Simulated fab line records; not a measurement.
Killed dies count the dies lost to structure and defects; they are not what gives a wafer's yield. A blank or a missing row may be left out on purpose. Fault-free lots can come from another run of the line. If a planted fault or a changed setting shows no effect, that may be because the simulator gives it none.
A struck lot beside a sound one / flow sfq line / 42 out of 325 route steps
Sound: wafers L251.3, L251.4, L251.5. Struck: wafers L257.4, L257.6. (L257.1 of the same lot was not struck and is left out.) The cause comes at the end.
Order at every step that has rows: each side's tool, ch and its chambers, its first start. Under that, the readings that differ: sound wafers / struck wafers / difference of the means / sigmas: that difference in standard deviations of wafers without a fault.
alike: readings whose means differ by less than 2 such deviations, and words and numbers that are the same on both sides. not compared: withheld readings, readings that some wafer has no value for, bounds like >300 that may hide the same value, and numbers for which the record gives no deviation and whose values overlap.
A row with sigmas, a row that says differs or no value, or rows on one side alone: a step with any of these is where the two part. Numbers that don't overlap but have no deviation are shown without sigmas and don't part them. A reading missing from all wafers of one side parts the sides only when that side holds two or more wafers.

first, 6 steps without rows for these wafers: SFQ_TRILAYER_M3_LITHO_COAT_080 (resist thk 62 nm); SFQ_TRILAYER_M3_LITHO_COAT_075 (resist thk 600 nm); SFQ_TRILAYER_M3_LITHO_SOFTBAKE_079; SFQ_TRILAYER_M3_LITHO_EXPOSE_076 (exposes mask M3, target cd 500 nm); SFQ_TRILAYER_M3_LITHO_PEB_078 (peb time 60 s); SFQ_TRILAYER_M3_LITHO_DEVELOP_077 (time 60 s).
SFQ_M3_OVL_MEAS_921:
  sound on overlay-02 at day 39 05:15; struck on overlay-02 at day 46 01:11
  alike: M3_OVL
then, 4 steps without rows for these wafers: SFQ_TRILAYER_M3_BARC_OPEN_METAL_ETCH_100 (etches BARC in O2, target depth 125 nm, time 41.7 s); SFQ_TRILAYER_M3_ETCH_METAL_ETCH_078 (etches Nb in Cl2/Ar, stops on SiO2, target depth 240 nm, time 120 s); SFQ_TRILAYER_M3_STRIP_STRIP_079 (strips in O2); SFQ_TRILAYER_M3_STRIP_SOLV_CLEAN_080 (cleans in NMP, time 600 s).
SFQ_TRILAYER_I3_DEP_PECVD_081: deposits SiO2 from SiH4/N2O, time 111.11 s, target thk 500 nm.
  sound on pecvd-02 ch 0,1, day 39 06:14; struck on pecvd-04 ch 0,1, day 46 02:58
reading=throttle valve pct (%); sound=26.8 26.9 25.5; struck=23.3 22.9; difference=-3.3; sigmas=-2
  alike: heater power w
SFQ_TRILAYER_I3_CMP_CMP_082: polishes SiO2.
  sound on cmp-02 ch 1,2, day 39 06:42; struck on cmp-01 ch 0,2, day 46 09:57
reading=time to endpoint s (s); sound=212 216 222; struck=293 292; difference=+76; sigmas=+11
reading=model.SiO2_of_TRILAYER_I3_DEP_PECVD_081.thk nm (nm); sound=199.9 198.2 199.9; struck=310.4 311; difference=+111.4; sigmas=
  alike: motor current A
SFQ_I3_BOW_MEAS_922:
  sound on film metro-04 at day 39 09:44; struck on film metro-01 at day 46 12:46
reading=I3_BOW (um); sound=-7 -2 -10; struck=- -; difference=no value on the struck wafers; sigmas=
SFQ_TRILAYER_I3_METRO_MEASURE_083:
  sound on film metro-04 at day 39 10:13; struck on film metro-02 at day 46 16:01
reading=thk nm (nm); sound=200.0 198.4 199.9; struck=310.3 311.1; difference=+111.3; sigmas=+99 or more
then, 6 steps without rows for these wafers: SFQ_TRILAYER_I3_VIA_LITHO_COAT_090 (resist thk 62 nm); SFQ_TRILAYER_I3_VIA_LITHO_COAT_085 (resist thk 650 nm); SFQ_TRILAYER_I3_VIA_LITHO_SOFTBAKE_089; SFQ_TRILAYER_I3_VIA_LITHO_EXPOSE_086 (exposes mask I3, target cd 500 nm); SFQ_TRILAYER_I3_VIA_LITHO_PEB_088 (peb time 60 s); SFQ_TRILAYER_I3_VIA_LITHO_DEVELOP_087 (time 60 s).
SFQ_I3_OVL_MEAS_923:
  sound on overlay-02 at day 39 14:17; struck on overlay-02 at day 46 22:47
  alike: I3_OVL
SFQ_TRILAYER_I3_VIA_BARC_OPEN_VIA_ETCH_121: etches BARC in O2, target depth 125 nm, time 41.7 s.
  sound on rie diel-03 ch 0,2,3, day 39 14:19; struck on rie diel-01 ch 0, day 46 22:50
  alike: chamber pressure mTorr, drypump motor current A, oes product au
  not compared: rf hours counter h
SFQ_TRILAYER_I3_VIA_ETCH_VIA_ETCH_088: etches SiO2 in CHF3, stops on Nb, target depth 260 nm.
  sound on rie diel-03 ch 0,2,3, day 39 14:21; struck on rie diel-01 ch 1, day 46 22:53
reading=oes product au (a.u.); sound=0.857 0.848 0.849; struck=1.005 1.007; difference=+0.155; sigmas=+28
reading=model.I3.feature depth nm (nm); sound=199.9 198.2 199.9; struck=263.1 263.9; difference=+64.2; sigmas=
reading=model.etch.depth nm (nm); sound=199.9 198.2 199.9; struck=263.1 263.9; difference=+64.2; sigmas=
  alike: chamber pressure mTorr, drypump motor current A
SFQ_TRILAYER_I3_VIA_STRIP_STRIP_089: strips in O2.
  sound on rie metal-02 ch 0,1, day 39 14:40; struck on rie metal-04 ch 0,1, day 46 23:04
  alike: chamber pressure mTorr, drypump motor current A, oes product au
  not compared: rf hours counter h
then, 1 step without rows for these wafers: SFQ_TRILAYER_I3_VIA_STRIP_SOLV_CLEAN_090 (cleans in NMP, time 600 s).
SFQ_TRILAYER_M4_DEP_PRE_CLEAN_092: time 22.5 s.
  sound on pvd sputter-03 at day 39 15:14; struck on pvd sputter-06 at day 46 23:56
reading=model.SiO2_of_TRILAYER_I3_DEP_PECVD_081.thk nm (nm); sound=192.4 190.7 192.4; struck=302.9 303.5; difference=+111.4; sigmas=
SFQ_TRILAYER_M4_DEP_SPUTTER_091: material Nb, target thk 200 nm, time 133.3 s.
  sound on pvd sputter-03 at day 39 15:16; struck on pvd sputter-06 at day 46 23:58
  alike: throttle valve pct
SFQ_M4_RS_MEAS_924: measures by four-point-probe.
  sound on film metro-02 at day 39 15:24; struck on film metro-03 at day 47 00:04
  alike: M4_NB_RS
then, 6 steps without rows for these wafers: SFQ_TRILAYER_M4_LITHO_COAT_098 (resist thk 62 nm); SFQ_TRILAYER_M4_LITHO_COAT_093 (resist thk 600 nm); SFQ_TRILAYER_M4_LITHO_SOFTBAKE_097; SFQ_TRILAYER_M4_LITHO_EXPOSE_094 (exposes mask M4, target cd 500 nm); SFQ_TRILAYER_M4_LITHO_PEB_096 (peb time 60 s); SFQ_TRILAYER_M4_LITHO_DEVELOP_095 (time 60 s).
SFQ_M4_OVL_MEAS_926:
  sound on overlay-02 at day 39 20:00; struck on overlay-02 at day 47 02:38
  alike: M4_OVL
then, 4 steps without rows for these wafers: SFQ_TRILAYER_M4_BARC_OPEN_METAL_ETCH_123 (etches BARC in O2, target depth 125 nm, time 41.7 s); SFQ_TRILAYER_M4_ETCH_METAL_ETCH_096 (etches Nb in Cl2/Ar, stops on SiO2, target depth 240 nm, time 120 s); SFQ_TRILAYER_M4_STRIP_STRIP_097 (strips in O2); SFQ_TRILAYER_M4_STRIP_SOLV_CLEAN_098 (cleans in NMP, time 600 s).
SFQ_TRILAYER_I4_DEP_PECVD_099: deposits SiO2 from SiH4/N2O, time 111.11 s, target thk 500 nm.
  sound on pecvd-03 ch 0,1, day 39 21:11; struck on pecvd-04 ch 0,2, day 47 03:39
  alike: heater power w, throttle valve pct
-- the record jumps here: 38 days lie between the struck wafers' starts before and after --
SFQ_M8_BOW_MEAS_951:
  sound on film metro-02 at day 83 16:54; struck on film metro-02 at day 85 07:26
reading=model.etest.i3.link ohm; sound=1.956 1.939 1.954; struck=1e+06 1e+06; difference=+1e+06; sigmas=
  alike: M8_BOW

== WHERE THEY PART ==
First at SFQ_TRILAYER_I3_DEP_PECVD_081; last, within this record, at SFQ_TRILAYER_I3_VIA_ETCH_VIA_ETCH_088. Later steps at which nothing parts them and some readings are alike: SFQ_TRILAYER_I3_VIA_STRIP_STRIP_089, SFQ_TRILAYER_M4_DEP_SPUTTER_091, SFQ_M4_RS_MEAS_924, SFQ_M4_OVL_MEAS_926, SFQ_TRILAYER_I4_DEP_PECVD_099, SFQ_M8_BOW_MEAS_951.

WHY: what the simulator had put in
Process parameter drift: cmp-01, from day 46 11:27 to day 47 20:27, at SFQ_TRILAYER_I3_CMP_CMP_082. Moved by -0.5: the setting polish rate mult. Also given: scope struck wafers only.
